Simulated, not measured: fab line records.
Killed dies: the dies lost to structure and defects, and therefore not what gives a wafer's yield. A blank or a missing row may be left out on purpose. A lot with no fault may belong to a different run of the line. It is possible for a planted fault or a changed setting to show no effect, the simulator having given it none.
A struck lot beside a sound one    flow gf180mcu    28 out of 602 route steps
Sound: these wafers, L263.1, L263.4, L263.5. The struck wafers were L272.3, L272.4, L272.6. Last of all comes the cause.
At each step with rows: each side's tool, then ch and its chambers, then its first start. Under that, the readings that differ: sound wafers    struck wafers    difference of the means    sigmas: that difference in standard deviations of wafers without a fault.
alike: same words and numbers on both sides, and readings whose means sit less than 2 such deviations apart. not compared: any withheld reading, any reading some wafer has no value for, any bound like >300 that may hide the same value, and any number with overlapping values for which the record gives no deviation.
Wherever a step has rows on one side only, a row that says differs or no value, or a row with sigmas, the two part there. Numbers that don't overlap but have no deviation are shown without sigmas and don't part them. A reading that every wafer of one side lacks parts them only if that side has two wafers or more.

GF_STI_BOW_MEAS_00:
  sound on film-metro-02 at day 3 02:00; struck on film-metro-01 at day 4 23:02
  alike: INCOMING_BOW
then, 1 step without rows for these wafers: GF_STI_OXIDATION_01 (stabilise 600 s, purge 300 s, target thk 10 nm).
GF_STI_THK_MEAS_02:
  sound on film-metro-01 at day 3 03:31; struck on film-metro-01 at day 5 00:32
  alike: STI_OXIDATION_THK
GF_STI_CVD_03: deposits Si3N4 from DCS/NH3, target thk 207.16 nm, time 3551 s.
  sound on lpcvd-01 ch 1, day 3 03:34; struck on lpcvd-01 ch 0, day 5 00:34
  no value came back on the struck wafers for pressure-mtorr (mTorr), spike-tc-bottom-C (C), zone-power-top-pct (%); on the sound wafers pressure-mtorr (mTorr) reads 262.7 262.9 263.2
then, 7 steps without rows for these wafers: GF_STI_DEHYDRATE_05 (time 60 s); GF_STI_HMDS_06 (prime time 60 s); GF_STI_COAT_07 (resist thk 700 nm); GF_STI_SOFTBAKE_08 (time 60 s); GF_STI_EXPOSE_09 (exposes mask COMP, target cd 220 nm); GF_STI_PEB_10 (peb time 90 s); GF_STI_DEVELOP_11 (develop time 60 s).
GF_STI_CD_MEAS_12: target cd 220 nm.
  sound on cd-sem-01 at day 3 18:20; struck on cd-sem-01 at day 5 16:31
  alike: cd-nm
GF_STI_ETCH_13: etches the open film in CHF3/O2, stops on Si, target depth 282.31 nm, time 112.9 s.
  sound on rie-diel-01 ch 0,2,3, day 3 18:27; struck on rie-diel-02 ch 0,3, day 5 16:35
reading                   sound              struck             difference  sigmas
oes-product-au (a.u.)     0.828 0.837 0.835  0.859 0.852 0.849  +0.020      +3
model.etch.depth-nm (nm)  208.8 210.5 210.4  217.2 217.2 217.2  +7.3        
  alike: drypump-motor-current-A, throttle-valve-pct
  not compared: rf-hours-counter-h
GF_STI_ETCH_14: etches Si in HBr/Cl2/O2, target depth 360 nm, time 102.9 s.
  sound on rie-si-01 ch 0,1,2, day 3 18:32; struck on rie-si-02 ch 0,3, day 5 16:40
  alike: drypump-motor-current-A, oes-product-au, throttle-valve-pct
  not compared: rf-hours-counter-h
GF_STI_STRIP_15: strips in O2/N2.
  sound on plasma-asher-04 ch 0,1, day 3 18:37; struck on plasma-asher-01 ch 0,1, day 5 16:47
  alike: drypump-motor-current-A, heater-power-w, oes-product-au, strip-time-to-endpoint-s
  not compared: rf-hours-counter-h
then, 5 steps without rows for these wafers: GF_STI_CLEAN_16 (cleans in dHF, time 25 s); GF_STI_WET_ETCH_17 (etches Si3N4 in H3PO4, target depth 45 nm, time 514 s); GF_STI_CLEAN_18 (cleans in SC1/SC2, time 150 s); GF_STI_CLEAN_19 (cleans in dHF, time 20 s); GF_STI_WET_ETCH_20 (etches SiO2 in dHF, target depth 20 nm, time 400 s).
GF_STI_OXIDATION_21: stabilise 600 s, purge 300 s, target thk 15 nm.
  sound on furnace-01 ch 0, day 3 20:23; struck on furnace-02 ch 0, day 5 17:22
reading                                     sound              struck            difference  sigmas
zone-power-top-pct (%)                      39.7 40.1 39.4     36.6 37.2 36.9    -2.8        -2
model.SiO2_of_STI_OXIDATION_01.thk-nm (nm)  10.18 10.08 10.03  15.26 15.02 15.3  +5.10       
GF_STI_THK_MEAS_22:
  sound on film-metro-01 at day 3 21:31; struck on film-metro-01 at day 5 18:31
reading                    sound              struck  difference                     sigmas
STI_OXIDATION_01_THK (nm)  14.77 14.58 14.51  - - -   no value on the struck wafers  
then, 1 step without rows for these wafers: GF_STI_CVD_23 (deposits SiO2, target thk 650 nm, time 108.3 s).
GF_STI_CMP_25: polishes, stops on Si3N4, t overpolish 33 s, target thk 524.6 nm.
  sound on cmp-02 ch 0,3, day 3 21:45; struck on cmp-02 ch 0,1,3, day 5 18:41
  alike: motor-current-A
then, 1 step without rows for these wafers: GF_STI_WET_ETCH_26 (etches SiO2 in dHF, target depth 94 nm, time 188 s).
GF_STI_WET_ETCH_27: etches Si3N4 in H3PO4, target depth 160 nm, time 1825 s.
  sound on wet-bench-03 ch 3, day 3 22:04; struck on wet-bench-01 ch 2, day 5 19:07
reading                                     sound              struck             difference  sigmas
model.SiO2_of_STI_OXIDATION_01.thk-nm (nm)  10.11 10.01 9.957  15.18 14.94 15.23  +5.09       
then, 1 step without rows for these wafers: GF_STI_WET_ETCH_28 (etches SiO2 in dHF, target depth 20 nm, time 38.74 s).
-- the record jumps here: 28 days lie between the struck wafers' starts before and after (it left off in module STI and takes up again in module PASSIVATION, whose first step shown is number 602 of the route) --
GF_PASSIVATION_PROBE_99:
  record: rows for the struck wafers here (prober-01, day 33 12:55), none for the sound ones

## WHERE THEY PART
First at GF_STI_CVD_03; last, within this record, at GF_PASSIVATION_PROBE_99.

WHY: the cause the simulator had injected
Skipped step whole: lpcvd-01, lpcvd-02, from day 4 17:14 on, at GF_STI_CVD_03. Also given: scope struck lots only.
